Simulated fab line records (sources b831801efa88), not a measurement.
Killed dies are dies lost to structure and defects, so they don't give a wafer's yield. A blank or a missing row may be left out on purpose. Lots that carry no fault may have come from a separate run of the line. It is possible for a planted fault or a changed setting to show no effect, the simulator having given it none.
Which tool did it? | flow sky130 | Sampling: 24 lots, 72 wafers, 5 of 708 route steps

WHAT EACH GAUGE READ, for each wafer
SKY_PWDE_TW_MEAS_10.
lot  | measured    | on            | PWDE_TW
L074 | day 3 16:47 | film-metro-01 | 381 381 380
L076 | day 4 12:59 | film-metro-01 | 382 383 384
L075 | day 4 13:03 | film-metro-03 | 366 369 370
L077 | day 4 19:26 | film-metro-01 | 380 378 382
L078 | day 4 19:20 | film-metro-02 | 374 376 377
L079 | day 4 23:41 | film-metro-02 | 376 376 378
L080 | day 5 07:26 | film-metro-02 | 375 377 376
L081 | day 5 12:26 | film-metro-02 | 376 375 375
L082 | day 5 16:53 | film-metro-03 | 369 367 369
L083 | day 5 23:44 | film-metro-02 | 377 377 376
L084 | day 6 04:50 | film-metro-01 | 384 381 380
L085 | day 6 11:30 | film-metro-01 | 385 382 383
L086 | day 6 13:16 | film-metro-03 | 368 369 368
L087 | day 6 17:43 | film-metro-01 | 379 382 383
L088 | day 7 04:05 | film-metro-01 | 381 379 381
L089 | day 8 03:50 | film-metro-03 | 370 370 369
L090 | day 8 03:46 | film-metro-02 | 377 379 377
L091 | day 8 04:30 | film-metro-01 | 382 384 380
L093 | day 8 10:47 | film-metro-02 | 379 378 377
L092 | day 8 11:19 | film-metro-02 | 376 378 379
L094 | day 8 12:23 | film-metro-01 | 382 382 381
L095 | day 9 01:04 | film-metro-01 | 381 380 381
L096 | day 9 00:43 | film-metro-02 | 378 378 375
L097 | day 9 12:47 | film-metro-03 | 370 371 370

SKY_NWELL_TW_MEAS_26.
lot  | measured     | on            | NWELL_2_TW
L074 | day 5 03:44  | film-metro-01 | 511 512 513
L076 | day 6 01:35  | film-metro-02 | 502 500 499
L075 | day 6 01:51  | film-metro-02 | 503 503 503
L077 | day 6 08:25  | film-metro-01 | 508 509 505
L078 | day 6 08:11  | film-metro-03 | 490 488 489
L079 | day 6 12:14  | film-metro-03 | 489 489 490
L080 | day 6 18:11  | film-metro-02 | 500 498 501
L081 | day 7 00:08  | film-metro-02 | 503 503 504
L082 | day 7 06:31  | film-metro-01 | 504 504 503
L083 | day 7 14:03  | film-metro-01 | 504 503 504
L084 | day 7 18:25  | film-metro-01 | 504 508 504
L085 | day 8 03:22  | film-metro-02 | 501 501 505
L086 | day 8 05:18  | film-metro-02 | 502 502 500
L087 | day 8 11:08  | film-metro-03 | 489 490 489
L088 | day 8 20:27  | film-metro-03 | 488 487 487
L089 | day 9 23:17  | film-metro-02 | 498 500 497
L090 | day 9 22:17  | film-metro-03 | 487 491 490
L091 | day 10 00:40 | film-metro-02 | 499 502 499
L093 | day 10 06:49 | film-metro-01 | 505 505 505
L092 | day 10 08:17 | film-metro-03 | 491 492 492
L094 | day 10 09:00 | film-metro-01 | 506 506 506
L095 | day 10 21:15 | film-metro-02 | 501 501 500
L096 | day 10 20:56 | film-metro-03 | 489 492 490
L097 | day 11 09:38 | film-metro-01 | 507 508 506

SKY_METAL2_RS_MEAS_05: the measuring method here is four-point-probe.
lot  | measured     | on            | METAL2_ALCU_RS (ohm/sq)
L074 | day 33 12:38 | film-metro-02 | 0.1233 0.1239 0.1238
L076 | day 34 12:51 | film-metro-02 | 0.1281 0.1271 0.1277
L075 | day 34 19:18 | film-metro-02 | 0.1271 0.1276 0.1271
L077 | day 35 06:12 | film-metro-01 | 0.1248 0.1253 0.1247
L078 | day 35 01:05 | film-metro-04 | 0.1276 0.1261 0.1262
L079 | day 35 16:13 | film-metro-04 | 0.1259 0.1249 0.1257
L080 | day 35 17:51 | film-metro-01 | 0.1254 0.1269 0.1257
L081 | day 35 22:49 | film-metro-02 | 0.1276 0.1298 0.1289
L082 | day 36 07:27 | film-metro-04 | 0.1285 0.1271 0.1270
L083 | day 36 12:47 | film-metro-01 | 0.1268 0.1264 0.1281
L084 | day 37 08:05 | film-metro-02 | 0.1242 0.1250 0.1267
L085 | day 37 08:50 | film-metro-04 | 0.1275 0.1256 0.1270
L086 | day 37 09:04 | film-metro-02 | 0.1268 0.1283 0.1270
L087 | day 37 14:51 | film-metro-02 | 0.1285 0.1280 0.1294
L088 | day 38 01:19 | film-metro-01 | 0.1257 0.1259 0.1264
L089 | day 39 08:09 | film-metro-04 | 0.1255 0.1256 0.1275
L090 | day 39 07:12 | film-metro-02 | 0.1274 0.1251 0.1252
L091 | day 39 14:55 | film-metro-02 | 0.1270 0.1255 0.1267
L093 | day 39 21:44 | film-metro-02 | 0.1269 0.1297 0.1288
L092 | day 39 23:33 | film-metro-02 | 0.1282 0.1291 0.1283
L094 | day 39 22:24 | film-metro-04 | 0.1278 0.1265 0.1247
L095 | day 40 13:05 | film-metro-04 | 0.1259 0.1254 0.1259
L096 | day 40 11:18 | film-metro-01 | 0.1300 0.1281 0.1293
L097 | day 41 01:43 | film-metro-02 | 0.1276 0.1276 0.1264

SKY_METAL2_THK_MEAS_06: measures by xrf.
lot  | measured     | on            | METAL2_ALCU_THK (nm)
L074 | day 33 12:44 | film-metro-02 | 254 255 254
L076 | day 34 12:58 | film-metro-02 | 245 246 247
L075 | day 34 19:24 | film-metro-02 | 247 245 246
L077 | day 35 06:19 | film-metro-01 | 253 250 253
L078 | day 35 01:13 | film-metro-04 | 248 250 249
L079 | day 35 16:20 | film-metro-04 | 249 254 251
L080 | day 35 17:58 | film-metro-01 | 252 248 249
L081 | day 35 22:56 | film-metro-02 | 249 242 244
L082 | day 36 07:34 | film-metro-04 | 245 245 249
L083 | day 36 12:53 | film-metro-01 | 250 248 247
L084 | day 37 08:12 | film-metro-02 | 252 250 247
L085 | day 37 08:56 | film-metro-04 | 248 250 247
L086 | day 37 09:11 | film-metro-02 | 247 243 247
L087 | day 37 14:58 | film-metro-02 | 244 246 242
L088 | day 38 01:25 | film-metro-01 | 250 249 250
L089 | day 39 08:16 | film-metro-04 | 252 251 248
L090 | day 39 07:19 | film-metro-02 | 247 251 250
L091 | day 39 15:00 | film-metro-02 | 248 250 248
L093 | day 39 21:52 | film-metro-02 | 247 244 243
L092 | day 39 23:40 | film-metro-02 | 243 243 244
L094 | day 39 22:30 | film-metro-04 | 249 250 252
L095 | day 40 13:13 | film-metro-04 | 250 250 251
L096 | day 40 11:25 | film-metro-01 | 243 247 244
L097 | day 41 01:50 | film-metro-02 | 245 245 251

EACH LOT AND THE TOOL THAT RAN IT (in order: tool; ch and the chambers of the sampled wafers; start)
lot  | SKY_FIELD_ISO_CMP_27
L074 | cmp-02 ch 1,2,3, day 2 08:28
L076 | cmp-02 ch 0,3, day 2 23:15
L075 | cmp-01 ch 0,2,3, day 2 23:21
L077 | cmp-02 ch 0,1, day 3 04:55
L078 | cmp-02 ch 0,1,3, day 3 06:28
L079 | cmp-01 ch 0,1,3, day 3 10:20
L080 | cmp-02 ch 0,1,3, day 3 17:40
L081 | cmp-01 ch 2,3, day 3 22:04
L082 | cmp-01 ch 0,2,3, day 4 02:30
L083 | cmp-02 ch 0,1,3, day 4 07:33
L084 | cmp-02 ch 0,3, day 4 14:07
L085 | cmp-02 ch 2,3, day 4 21:00
L086 | cmp-01 ch 0,2,3, day 4 23:52
L087 | cmp-02 ch 0,2,3, day 5 03:37
L088 | cmp-02 ch 1,2,3, day 5 08:58
L089 | cmp-01 ch 0,1,2, day 6 03:44
L090 | cmp-02 ch 1,2, day 6 09:21
L091 | cmp-01 ch 0,3, day 6 09:21
L093 | cmp-01 ch 0,2,3, day 6 15:54
L092 | cmp-02 ch 0,3, day 6 15:58
L094 | cmp-01 ch 0,1,2, day 6 17:30
L095 | cmp-01 ch 1,2,3, day 7 04:13
L096 | cmp-01 ch 0,2,3, day 7 05:27
L097 | cmp-01 ch 2,3, day 7 15:14
- SKY_FIELD_ISO_CMP_27: polishes, stops on Si3N4, t overpolish 16 s, target thk 457.8 nm.

WHAT THE TOOLS THEMSELVES READ (means of the sampled wafers that have a number; where no wafer has one, the mark that the record gives instead)
SKY_FIELD_ISO_CMP_27.
lot  | tool   | motor-current-A (A) | overpolish-run-s (s) | time-to-endpoint-s (s)
L074 | cmp-02 | 12.1                | 16.000               | 115
L076 | cmp-02 | 11.7                | 15.998               | 107
L075 | cmp-01 | 12.4                | 16.011               | 115
L077 | cmp-02 | 11.5                | 15.994               | 107
L078 | cmp-02 | 11.8                | 16.002               | 107
L079 | cmp-01 | 11.9                | 16.007               | 113
L080 | cmp-02 | 11.7                | 16.002               | 110
L081 | cmp-01 | 13.0                | 15.995               | 110
L082 | cmp-01 | 12.4                | 16.003               | 110
L083 | cmp-02 | 12.3                | 16.000               | 113
L084 | cmp-02 | 11.8                | 15.996               | 114
L085 | cmp-02 | 11.7                | 16.010               | 115
L086 | cmp-01 | 12.4                | 16.008               | 114
L087 | cmp-02 | 11.9                | 16.003               | 118
L088 | cmp-02 | 12.2                | 15.993               | 118
L089 | cmp-01 | 13.3                | 15.999               | 114
L090 | cmp-02 | 11.6                | 16.004               | 115
L091 | cmp-01 | 11.6                | 16.006               | 109
L093 | cmp-01 | 12.3                | 15.996               | 113
L092 | cmp-02 | 12.6                | 16.004               | 110
L094 | cmp-01 | 12.8                | 15.994               | 114
L095 | cmp-01 | 12.6                | 15.991               | 111
L096 | cmp-01 | 12.4                | 16.003               | 110
L097 | cmp-01 | 12.7                | 15.994               | 109

THE ANSWER, worked out from the rows above alone
Rule: the usual values come from the lots themselves. Put in order of their means at a reading, lots are off if they are a third of the lots or fewer, leave a main group of 4 or more, and stand apart from it by a gap of 3 or more times the standard deviation of the main group's means; of several such gaps the widest counts. A main group is skipped when, at the precision printed for the reading in the tables above, its means are all equal. Also off: a lot with no number at a reading for which 4 or more lots have one. All remaining lots with rows at the step are treated as sound. After the gauges, taken in route order, come the tools' own readings; for these a lot's mean is taken, as printed above. The first step at which some lot is off is used, and at that step the reading that is off furthest; a lot without a number counts as furthest.
Across all readings shown, no lot is off: no conclusion can be drawn from this.

WHAT THE SIMULATOR HAD PUT IN
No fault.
